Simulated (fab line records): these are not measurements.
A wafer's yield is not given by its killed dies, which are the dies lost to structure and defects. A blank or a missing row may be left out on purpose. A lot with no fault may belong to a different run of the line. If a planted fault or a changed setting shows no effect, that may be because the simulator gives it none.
8D (eight disciplines) problem report, filled in by code + flow sky130 + the parts of the form that need people (team, actions taken, sign-off) are left out

== 1. WHAT WENT WRONG ==
Across 6 wafers from 2 lots, METAL1_ALCU_RS at SKY_METAL1_RS_MEAS_05 averages 0.2190 ohm/sq, while fault-free wafers read 0.1268 ohm/sq with a standard deviation of 0.0013. That puts it +71 standard deviations away from the usual mean.
The step: measures by four-point-probe.
Seen first at day 37 17:31 on film-metro-03, wafer L849.2. At this step, 30 wafers from 10 lots have a number in the record. The rule behind "out" and "out of limits": a value lying over 4 standard deviations away from the usual mean. The rest of the wafers with a number are treated as sound.

== 2. WHAT IT IS, AND WHAT IT ISN'T ==
| question                    | is                           | is not                                                              |
|-----------------------------|------------------------------|---------------------------------------------------------------------|
| which readings at this step | METAL1_ALCU_RS               | -                                                                   |
| which lots                  | L849, L854                   | L831, L832, L835, L836, L839, L840, L847, L850                      |
| which wafers of those lots  | all that have a number       | -                                                                   |
| read on which gauges        | film-metro-03, film-metro-04 | film-metro-02                                                       |
| when                        | from day 37 17:31            | up to then (21 sound wafers); but 3 sound wafers of L850 came after |

== 3. WHAT RULES OUT EACH SUSPECT ==
Counting: a tool at a process step up to the reading stays a suspect if it ran every lot that is out and no sound lot after the first of them.
- the gauge at SKY_METAL1_RS_MEAS_05 is ruled out. 2 gauges (film-metro-03, film-metro-04) read the wafers that are out.
- pvd-sputter-01 at SKY_METAL1_SPUTTER_02 (material AlCu, target thk 250 nm, time 13.3 s): kept. All lots that are out passed through it, beginning with L849 at day 37 17:23, and no sound lot followed; its final sound lot before that point was L847 at day 37 12:52.
- pvd-sputter-01 at SKY_METAL1_SPUTTER_04 (material TiN, target thk 70 nm, time 58.3 s): kept. All lots that are out passed through it, beginning with L849 at day 37 17:26, and no sound lot followed; its final sound lot before that point was L847 at day 37 12:54.
After counting, pvd-sputter-01 at SKY_METAL1_SPUTTER_02 and pvd-sputter-01 at SKY_METAL1_SPUTTER_04 remain.

== 4. THE CAUSE (what the simulator had put in) ==
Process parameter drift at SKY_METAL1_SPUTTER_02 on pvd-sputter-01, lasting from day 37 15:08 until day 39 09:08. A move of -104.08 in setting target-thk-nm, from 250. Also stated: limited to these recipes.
After counting, 2 suspects remain, this tool included.

== 5. THE EFFECT CHAIN, in route order ==
Rows list readings where the struck wafers' mean (over those with a number) sits beyond 3 standard deviations from the usual. Readings are gone through only where the record gives a usual standard deviation; hours: the median, over the lots, of the time from a lot's start at the first step in this table giving one to that lot's start at this step; sigmas: the change measured in usual standard deviations.
| hours | step                     | reading         | usual         | on struck wafers | change  | sigmas |
|-------|--------------------------|-----------------|---------------|------------------|---------|--------|
| 0     | SKY_METAL1_RS_MEAS_05    | METAL1_ALCU_RS  | 0.1268 ohm/sq | 0.2190           | +0.0922 | +71    |
| 0     | SKY_METAL1_THK_MEAS_06   | METAL1_ALCU_THK | 252.8 nm      | 150.4            | -102.4  | -41    |
| 26    | SKY_METAL1_METAL_ETCH_19 | oes-product-au  | 0.854 a.u.    | 0.748            | -0.106  | -19    |
Here are the process steps it includes:
- SKY_METAL1_METAL_ETCH_19: etches the open film in Cl2/BCl3, stops on SiO2, target depth 360 nm, time 78 s.

== 6. WHAT WOULD HAVE CAUGHT IT SOONER ==
The first out-of-limits reading at a measuring or inspecting step in this record came at day 37 17:31, 2 hours after the fault's start at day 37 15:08.
No tool reading at SKY_METAL1_SPUTTER_02 that has a usual standard deviation in the record was out on any struck wafer, so an alarm limit of 4 standard deviations on those readings would not have fired.
Lots out: 2; of these, L854 started SKY_METAL1_SPUTTER_02 on pvd-sputter-01 after day 37 17:31. It would have been spared by a hold on the tool at that moment.
